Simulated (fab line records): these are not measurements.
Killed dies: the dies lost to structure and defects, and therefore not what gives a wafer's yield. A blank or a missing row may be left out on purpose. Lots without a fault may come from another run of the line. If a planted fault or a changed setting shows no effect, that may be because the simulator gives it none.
Chamber matching | flow sky130 | rie_diel-04 running SKY_METAL4_ETCH_17: 4 sister chambers
The step etches SiO2 in C4F8/O2/Ar, stops on TiN, time 3.9 s, target depth 15 nm. 4 wafers are shown with their chamber, then 6 later ones without.

== WAFERS PAIRED WITH THEIR CHAMBERS ==
wafer  | chamber | rf_fwd_power_W (W)
L546.3 | 0       | 1477
L548.1 | 3       | 1472
L555.4 | 1       | 1467
L555.5 | 2       | 1478

== WAFERS WHOSE CHAMBER IS MISSING ==
wafer  | rf_fwd_power_W (W)
L561.1 | 1492
L561.5 | 1471
L561.6 | 1472
L562.1 | 1471
L562.3 | 1458
L562.4 | 1464

== CHAMBER TAKEN BY EACH ==
wafer  | from the rows above               | in truth
L561.1 | can't be placed: 2 or 0 or 3 or 1 | 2
L561.5 | can't be placed: 3 or 1 or 0 or 2 | 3
L561.6 | can't be placed: 3 or 0 or 1 or 2 | 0
L562.1 | can't be placed: 3 or 1 or 0 or 2 | 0
L562.3 | can't be placed: 1 or 3 or 0 or 2 | 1
L562.4 | can't be placed: 1 or 3 or 0 or 2 | 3
Correct placement for 0 of the 6. Can't be placed from these rows: 6 (the true chamber is among the candidates in 6). Wrongly placed: 0.
How it was worked out, from the rows above alone: a wafer's distance from a chamber is the root of the sum, over the readings, of the square of ((its reading less the chamber's mean) divided by the reading's scatter). The wafer belongs to the nearest chamber; if the next one is less than 2 further off, it can't be placed. Each chamber's mean is taken over the wafers shown for it. The scatter (one wafer shown for each chamber): square how far every hidden wafer sits from the nearest shown wafer, average those squares and take the square root.
